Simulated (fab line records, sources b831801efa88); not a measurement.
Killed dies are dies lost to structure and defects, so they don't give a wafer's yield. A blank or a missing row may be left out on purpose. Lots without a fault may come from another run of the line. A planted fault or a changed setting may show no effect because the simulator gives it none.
fab line records | flow gf180mcu
record lots=5 wafers=15 last_day=34
route steps=602 shown HV_LDD@234 NSD@235 PSD@248
lots that met no fault: from a run of the same line without faults
start_h: hours from the record's first day to the start of the lot's first wafer shown | wait_h: hours since the lot's step before | " the same as in the row above | L1.1+2: a row that stands for several wafers | - no value, or no start given | * or withheld: withheld | < > ~ a bound
route shown NAME@n: a module of which the file shows steps, and the number in the route of the first | usual: mean/standard deviation of fault-free wafers | same: alike in all rows | chamber/n: place in a boat | sites: the reading at each site | _std_site: their standard deviation | _edge_site: outer sites' mean less inner sites' | radius_mm: how far each site lies from the wafer's centre | mask NAME#n: copy n | behind: the tool/chamber that last shaped the wafer | hold: why the lot was held/for how many hours/how that ended | device: the transistor (n, p or np) that didn't switch | end of line: the same wafers' tests at the end of the route | a step without rows: its recipe alone | killed: dies lost to structure and defects at the first sort, not the wafer's yield | map: a wafer's dies, x killed, . not, _ none there
set.NAME: the setting as run; set.NAME@STEP: as run at that earlier step | model.NAME: the simulator's own value behind a step, which no gauge read
lots at some steps of the route; a table a step, a row a wafer
services: from which hour (start_h, from the record's first day; less than 0 if before it) a tool's chamber was out of use, for how many hours, and why
## steps
# step GF_HV_LDD_ETCHBACK_58
# recipe chemistry=CH3F/O2 target=Si3N4 stop_on=SiO2 source_w=400 bias_w=80 pressure_mtorr=25 ch3f_flow_sccm=40 O2_flow_sccm=30 time_s=100 target_depth_a=900
# usual drypump_motor_current_A=5.8/0.48 oes_product_au=0.841/0.0073 throttle_valve_pct=10.561/0.0089
# columns lot.wafer tool chamber start_h wait_h drypump_motor_current_A oes_product_au rf_hours_counter_h throttle_valve_pct
L721.1 rie_diel-02 3 355.05 0.1 5.2 0.846 81 10.576
L721.2 " 0 " " 5.6 0.840 39 10.570
L721.3 " 2 " " 5.4 0.841 11 10.576
L725.2 rie_diel-04 2 382.37 0.0 5.3 0.838 6 10.544
L725.3 " 3 " " 6.0 0.838 27 10.556
L725.5 " 1 " " 5.5 0.841 - 10.560
L728.3 rie_diel-04 1 407.73 0.0 5.5 0.860 13 10.571
L728.5 " 0 " " 6.7 0.852 - 10.558
L728.6 " 1 " " 5.5 0.849 - 10.569
L734.2 rie_diel-01 1 452.90 0.0 6.3 0.826 6 10.570
L734.4 " 2 " " 5.7 0.842 88 10.565
L734.6 " 0 " " 6.0 0.837 - 10.567
L735.3 rie_diel-02 1 466.86 0.0 6.0 0.840 29 10.557
L735.4 " 2 " " 5.4 0.849 15 10.560
L735.6 " 2 " " 5.4 0.844 - 10.564
# step GF_NSD_DEHYDRATE_00
# recipe temp_c=200 time_s=60
# step GF_NSD_HMDS_01
# recipe prime_time_s=60 prime_temp_c=120
# step GF_NSD_COAT_02
# recipe resist=NOVOLAK spin_rpm=3000 resist_thk_nm=1000
# step GF_NSD_SOFTBAKE_03
# recipe temp_c=90 time_s=60 resist=NOVOLAK
# step GF_NSD_EXPOSE_04
# recipe mask_id=Nplus target_cd_nm=400 na=0.6 source_shape=conventional sigma_outer=0.6 dose_mj=140
# step GF_NSD_PEB_05
# recipe temp_c=withheld time_s=* resist=NOVOLAK
# step GF_NSD_DEVELOP_06
# recipe develop_time_s=60 dev_temp_c=23
# step GF_NSD_CD_MEAS_07
# recipe target_cd_nm=400
# usual cd_nm=400.4/2.1
# columns lot.wafer tool chamber start_h wait_h cd_nm
L721.1 cd_sem-01 - 377.39 0.1 398.1
L721.2 " - " " 398.5
L721.3 " - " " 399.6
L725.2 cd_sem-02 - 405.28 0.1 399.4
L725.3 " - " " 401.9
L725.5 " - " " 398.0
L728.3 cd_sem-01 - 431.18 0.1 402.8
L728.5 " - " " 403.1
L728.6 " - " " 399.2
L734.2 cd_sem-01 - 476.90 0.1 398.7
L734.4 " - " " 398.1
L734.6 " - " " 399.2
L735.3 cd_sem-01 - 490.83 0.1 402.0
L735.4 " - " " 403.8
L735.6 " - " " 400.0
# step GF_NSD_OVL_MEAS_08
# usual NSD_OVL=-0.4/1.3
# columns lot.wafer tool chamber start_h wait_h NSD_OVL[nm]
L721.1 overlay-02 - 377.51 0.1 0.4
L721.2 " - " " 1.3
L721.3 " - " " -0.8
L725.2 overlay-02 - 405.38 0.1 -2.6
L725.3 " - " " -2.0
L725.5 " - " " 0.0
L728.3 overlay-02 - 431.27 0.1 0.6
L728.5 " - " " -0.2
L728.6 " - " " -0.5
L734.2 overlay-01 - 477.00 0.1 -2.0
L734.4 " - " " -1.3
L734.6 " - " " -0.2
L735.3 overlay-01 - 490.92 0.1 -2.5
L735.4 " - " " -2.3
L735.6 " - " " -3.4
# step GF_NSD_IMPLANT_09
# recipe species=As energy_kev=60 dose_cm2=4e+15 tilt_deg=7
# step GF_NSD_IMPLANT_10
# recipe species=P energy_kev=40 dose_cm2=5e+14 tilt_deg=7
# step GF_NSD_STRIP_11
# recipe chemistry=O2/N2 power_w=1400 pressure_mtorr=1500 platen_temp_c=250 o2_flow_sccm=3000 n2_flow_sccm=300 overash_fraction=0.5
# usual drypump_motor_current_A=6.0/0.51 heater_power_w=343/27 oes_product_au=0.487/0.0044 strip_time_to_endpoint_s=22.96/0.037
# columns lot.wafer tool chamber start_h wait_h drypump_motor_current_A heater_power_w oes_product_au rf_hours_counter_h strip_time_to_endpoint_s model.NOVOLAK_of_NSD_COAT_02.thk_nm
L721.1 plasma_asher-02 1 377.85 0.1 5.8 325 0.482 73 22.98 0
L721.2 " 0 " " 5.5 371 0.491 73 23.02 0
L721.3 " 0 " " 5.4 369 0.489 - 22.99 0
L725.2 plasma_asher-04 0 405.71 0.1 5.5 344 0.486 76 22.94 0
L725.3 " 1 " " 6.3 361 0.484 - 22.93 0
L725.5 " 0 " " 5.5 352 0.492 - 22.95 0
L728.3 plasma_asher-02 1 431.63 0.1 5.9 325 0.308 - - 711.8
L728.5 " 0 " " 5.4 377 0.311 - - 712.1
L728.6 " 1 " " 5.9 321 0.311 - - 712.9
L734.2 plasma_asher-04 1 477.33 0.1 6.3 358 0.482 84 23.01 0
L734.4 " 0 " " 5.4 339 0.489 - 22.97 0
L734.6 " 0 " " 5.4 343 0.491 - 23.02 0
L735.3 plasma_asher-01 0 491.28 0.1 6.9 356 0.487 - 22.96 0
L735.4 " 1 " " 5.6 288 0.483 - 23.00 0
L735.6 " 0 " " 6.8 355 0.489 - 22.99 0
# step GF_NSD_TW_MEAS_12
# usual NSD_TW=4275/27
# columns lot.wafer tool chamber start_h wait_h NSD_TW
L721.1 film_metro-03 - 377.95 0.1 4297
L721.2 " - " " 4304
L721.3 " - " " 4297
L725.2 film_metro-04 - 405.82 0.1 4256
L725.3 " - " " 4269
L725.5 " - " " 4262
L728.3 film_metro-01 - 431.72 0.1 4269
L728.5 " - " " 4247
L728.6 " - " " 4263
L734.2 film_metro-03 - 477.44 0.1 4274
L734.4 " - " " 4274
L734.6 " - " " 4270
L735.3 film_metro-03 - 491.37 0.1 4301
L735.4 " - " " 4268
L735.6 " - " " 4301
# step GF_PSD_DEHYDRATE_00
# recipe temp_c=200 time_s=60
# step GF_PSD_HMDS_01
# recipe prime_time_s=60 prime_temp_c=120
# step GF_PSD_COAT_02
# recipe resist=NOVOLAK spin_rpm=3000 resist_thk_nm=1000
# step GF_PSD_SOFTBAKE_03
# recipe temp_c=90 time_s=60 resist=NOVOLAK
# step GF_PSD_EXPOSE_04
# recipe mask_id=Pplus target_cd_nm=400 na=0.6 source_shape=conventional sigma_outer=0.6 dose_mj=140
# step GF_PSD_PEB_05
# recipe temp_c=withheld time_s=* resist=NOVOLAK
# step GF_PSD_DEVELOP_06
# recipe develop_time_s=60 dev_temp_c=23
# step GF_PSD_CD_MEAS_07
# recipe target_cd_nm=400
# usual cd_nm=399.8/1.8
# columns lot.wafer tool chamber start_h wait_h cd_nm
L721.1 cd_sem-02 - 399.91 0.1 395.8
L721.2 " - " " 398.0
L721.3 " - " " 396.6
L725.2 cd_sem-02 - 429.63 0.1 401.4
L725.3 " - " " 400.6
L725.5 " - " " 398.8
L728.3 cd_sem-02 - 455.40 0.1 399.2
L728.5 " - " " 398.4
L728.6 " - " " 399.0
L734.2 cd_sem-02 - 501.31 0.1 398.5
L734.4 " - " " 399.5
L734.6 " - " " 400.8
L735.3 cd_sem-02 - 514.80 0.1 401.3
L735.4 " - " " 401.2
L735.6 " - " " 400.1
# step GF_PSD_OVL_MEAS_08
# usual PSD_OVL=0.1/1.4
# columns lot.wafer tool chamber start_h wait_h PSD_OVL[nm]
L721.1 overlay-02 - 400.03 0.1 0.0
L721.2 " - " " 0.3
L721.3 " - " " 0.0
L725.2 overlay-01 - 429.74 0.1 -0.6
L725.3 " - " " -0.7
L725.5 " - " " -1.8
L728.3 overlay-01 - 455.50 0.1 2.5
L728.5 " - " " 0.4
L728.6 " - " " 0.9
L734.2 overlay-01 - 501.42 0.1 -1.3
L734.4 " - " " -0.2
L734.6 " - " " -2.2
L735.3 overlay-02 - 514.89 0.1 3.0
L735.4 " - " " 3.3
L735.6 " - " " -0.2
# step GF_PSD_IMPLANT_09
# recipe species=BF2 energy_kev=40 dose_cm2=1.5e+15 tilt_deg=7
# step GF_PSD_STRIP_10
# recipe chemistry=O2/N2 power_w=1400 pressure_mtorr=1500 platen_temp_c=250 o2_flow_sccm=3000 n2_flow_sccm=300 overash_fraction=0.5
# usual drypump_motor_current_A=5.8/0.33 heater_power_w=338/27 oes_product_au=0.592/0.0044 strip_time_to_endpoint_s=16.53/0.042
# columns lot.wafer tool chamber start_h wait_h drypump_motor_current_A heater_power_w oes_product_au rf_hours_counter_h strip_time_to_endpoint_s
L721.1 plasma_asher-04 1 400.22 0.1 6.3 361 0.590 76 16.54
L721.2 " 0 " " 5.5 354 0.585 76 16.51
L721.3 " 1 " " 6.4 357 0.598 - 16.54
L725.2 plasma_asher-04 1 429.92 0.1 6.4 367 0.596 79 16.53
L725.3 " 0 " " 5.5 343 0.590 - 16.52
L725.5 " 1 " " 6.3 358 0.588 - 16.50
L728.3 plasma_asher-04 0 455.70 0.1 5.5 348 0.651 - 27.20
L728.5 " 0 " " 5.5 346 0.644 - 27.22
L728.6 " 1 " " 6.4 363 0.640 - 27.22
L734.2 plasma_asher-04 0 501.60 0.1 5.5 346 0.595 86 16.61
L734.4 " 0 " " 5.5 340 0.589 - 16.61
L734.6 " 0 " " 5.5 336 0.591 - 16.59
L735.3 plasma_asher-02 1 515.10 0.1 5.8 338 0.589 - 16.50
L735.4 " 0 " " 5.4 375 0.588 - 16.51
L735.6 " 0 " " 5.4 367 0.590 - 16.49
# step GF_PSD_TW_MEAS_11
# usual PSD_TW=3202/18
# columns lot.wafer tool chamber start_h wait_h PSD_TW
L721.1 film_metro-01 - 400.32 0.1 3180
L721.2 " - " " 3187
L721.3 " - " " 3178
L725.2 film_metro-03 - 430.03 0.1 3224
L725.3 " - " " 3227
L725.5 " - " " 3237
L728.3 film_metro-03 - 455.79 0.1 30
L728.5 " - " " 30
L728.6 " - " " 30
L734.2 film_metro-01 - 501.71 0.1 3187
L734.4 " - " " 3188
L734.6 " - " " 3186
L735.3 film_metro-04 - 515.19 0.1 3198
L735.4 " - " " 3187
L735.6 " - " " 3189
# step GF_PSD_CLEAN_12
# recipe chemistry=SC1/SC2 mix=1:4:20 temp_c=70 time_s=150 dry=n2_spin
## services
# columns tool chamber start_h hours kind
rie_diel-01 1 336.63 11.5 repair
rie_diel-02 2 343.72 4.1 repair
rie_diel-01 3 355.35 7.6 repair
rie_diel-01 - 360.12 1.0 repair
rie_diel-04 - 398.94 2.8 pm
plasma_asher-02 - 421.25 9.0 pm
plasma_asher-02 0 421.25 9.0 vent_cycle
plasma_asher-02 1 421.25 9.0 vent_cycle
plasma_asher-01 - 428.40 1.1 repair
plasma_asher-02 0 430.25 - clean
plasma_asher-02 1 430.25 - clean
plasma_asher-01 - 477.79 1.2 repair
rie_diel-02 1 479.72 9.9 repair
rie_diel-04 1 489.23 11.4 repair
rie_diel-01 3 498.97 17.0 repair
rie_diel-02 - 513.92 0.1 repair
## key
first_sign step=GF_NSD_STRIP_11 reading=oes_product_au direction=down sigmas=40 usual=0.487 struck=0.310
effect step=GF_PSD_STRIP_10 reading=strip_time_to_endpoint_s direction=up sigmas=99+ usual=* struck=*
effect step=GF_PSD_TW_MEAS_11 reading=PSD_TW direction=down sigmas=99+ usual=3202 struck=30
model_effect step=GF_NSD_STRIP_11 value=NOVOLAK_of_NSD_COAT_02.thk_nm without=0 struck=712.2
met_at GF_NSD_STRIP_11
struck_wafers L728.3,L728.5,L728.6
sort_left_out L728.3,L728.5,L728.6
tester_left_out L728
onset_between 377.85 431.63
fault kind=strip_aborted tool=plasma_asher-02 chamber=- onset_h=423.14 steps=GF_NSD_STRIP_11 offset=0.70543 end_h=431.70
# tester_left_out: of these lots the tester's yield and bins aren't shown, on N5 and GAA mostly nor the transistor test; their killed dies are dies lost to structure and defects alone, not to doping, threshold or leakage, so they don't give the yield
# sort_left_out: the simulated sort isn't trusted on such a fault, so these wafers' sort isn't shown, and their yield isn't known
